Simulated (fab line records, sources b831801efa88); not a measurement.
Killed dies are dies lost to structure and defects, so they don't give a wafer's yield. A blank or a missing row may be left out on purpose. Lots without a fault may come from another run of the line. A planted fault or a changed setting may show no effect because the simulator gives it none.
A struck lot beside a sound one | flow sfq_line | 14 steps out of a route of 325
Sound: wafers L936.1, L936.3, L936.4. Struck: wafer L944.2. (L944.1, L944.3 of the same lot were not struck and are left out.) The cause comes at the end.
At each step with rows: each side's tool, then ch and its chambers, then its first start. Under that, the readings that differ: sound wafers | struck wafers | difference of the means | sigmas: that difference in standard deviations of wafers without a fault.
alike: readings whose means differ by less than 2 such deviations, and words and numbers that are the same on both sides. not compared: withheld readings, readings that some wafer has no value for, bounds like >300 that may hide the same value, and numbers for which the record gives no deviation and whose values overlap.
The two part at a step that has a row with sigmas, a row that says differs or no value, or rows on one side only. Numbers that don't overlap but have no deviation are shown without sigmas and don't part them. A reading that every wafer of one side lacks parts them only if that side has two wafers or more.

SFQ_TRILAYER_L0_BARC_OPEN_METAL_ETCH_010: etches BARC in O2, target depth 125 nm, time 41.7 s.
  sound on rie_metal-01 ch 0,1, day 4 17:25; struck on rie_metal-03 ch 0, day 6 05:56
  alike: bias_w, chamber_pressure_mTorr, drypump_motor_current_A, oes_product_au
  not compared: rf_hours_counter_h
SFQ_TRILAYER_L0_ETCH_METAL_ETCH_008: etches MoNx KI in SF6/O2, stops on SiO2, target depth 50 nm, time 25 s.
  sound on rie_metal-01 ch 0,1, day 4 17:28; struck on rie_metal-03 ch 0, day 6 05:59
  alike: bias_w, chamber_pressure_mTorr, drypump_motor_current_A, oes_product_au
  not compared: rf_hours_counter_h
SFQ_TRILAYER_L0_STRIP_STRIP_009: strips in O2.
  sound on rie_metal-01 ch 0,1, day 4 17:31; struck on rie_metal-03 ch 0, day 6 06:02
  alike: chamber_pressure_mTorr, drypump_motor_current_A, oes_product_au
  not compared: rf_hours_counter_h
then, 1 step without rows for these wafers: SFQ_TRILAYER_L0_STRIP_SOLV_CLEAN_010 (cleans in NMP, time 600 s).
SFQ_TRILAYER_L0_CAP_PECVD_011: deposits SiO2 from SiH4/N2O, time 13.333 s, target thk 60 nm.
  sound on pecvd-01 ch 1,2, day 4 18:17; struck on pecvd-03 ch 0, day 6 06:49
  reading              | sound       | struck | difference | sigmas
  heater_power_w (W)   | 56 74 75    | 102    | +34        | +2
  showerhead_vpp_V (V) | 783 788 803 | 863    | +72        | +2
  alike: throttle_valve_pct
then, 6 steps without rows for these wafers: SFQ_TRILAYER_L0_VIA_LITHO_COAT_018 (resist thk 62 nm); SFQ_TRILAYER_L0_VIA_LITHO_COAT_013 (resist thk 650 nm); SFQ_TRILAYER_L0_VIA_LITHO_SOFTBAKE_017; SFQ_TRILAYER_L0_VIA_LITHO_EXPOSE_014 (exposes mask L0V, target cd 700 nm); SFQ_TRILAYER_L0_VIA_LITHO_PEB_016 (peb time 60 s); SFQ_TRILAYER_L0_VIA_LITHO_DEVELOP_015 (time 60 s).
-- the record jumps here: 3 days lie between the struck wafers' starts before and after --
SFQ_L0V_OVL_MEAS_903:
  sound on overlay-02, day 7 22:47; struck on overlay-02, day 9 13:56
  alike: L0V_OVL
SFQ_TRILAYER_L0_VIA_BARC_OPEN_VIA_ETCH_021: etches BARC in O2, target depth 125 nm, time 41.7 s.
  sound on rie_diel-01 ch 0,1,3, day 7 22:49; struck on rie_diel-04 ch 3, day 9 13:58
  reading    | sound             | struck | difference | sigmas
  bias_w (W) | 80.30 80.16 79.69 | 75.55  | -4.50      | -19
  alike: chamber_pressure_mTorr, drypump_motor_current_A, oes_product_au
  not compared: rf_hours_counter_h
SFQ_TRILAYER_L0_VIA_ETCH_VIA_ETCH_016: etches SiO2 in CHF3, stops on MoNx KI, target depth 80 nm.
  sound on rie_diel-01 ch 0,1,3, day 7 22:52; struck on rie_diel-04 ch 3, day 9 14:01
  reading    | sound             | struck | difference | sigmas
  bias_w (W) | 80.05 79.69 80.08 | 79.45  | -0.49      | -2
  alike: chamber_pressure_mTorr, drypump_motor_current_A, oes_product_au

WHERE THEY PART
First at SFQ_TRILAYER_L0_CAP_PECVD_011; last, within this record, at SFQ_TRILAYER_L0_VIA_ETCH_VIA_ETCH_016.

WHY: what the simulator had put in
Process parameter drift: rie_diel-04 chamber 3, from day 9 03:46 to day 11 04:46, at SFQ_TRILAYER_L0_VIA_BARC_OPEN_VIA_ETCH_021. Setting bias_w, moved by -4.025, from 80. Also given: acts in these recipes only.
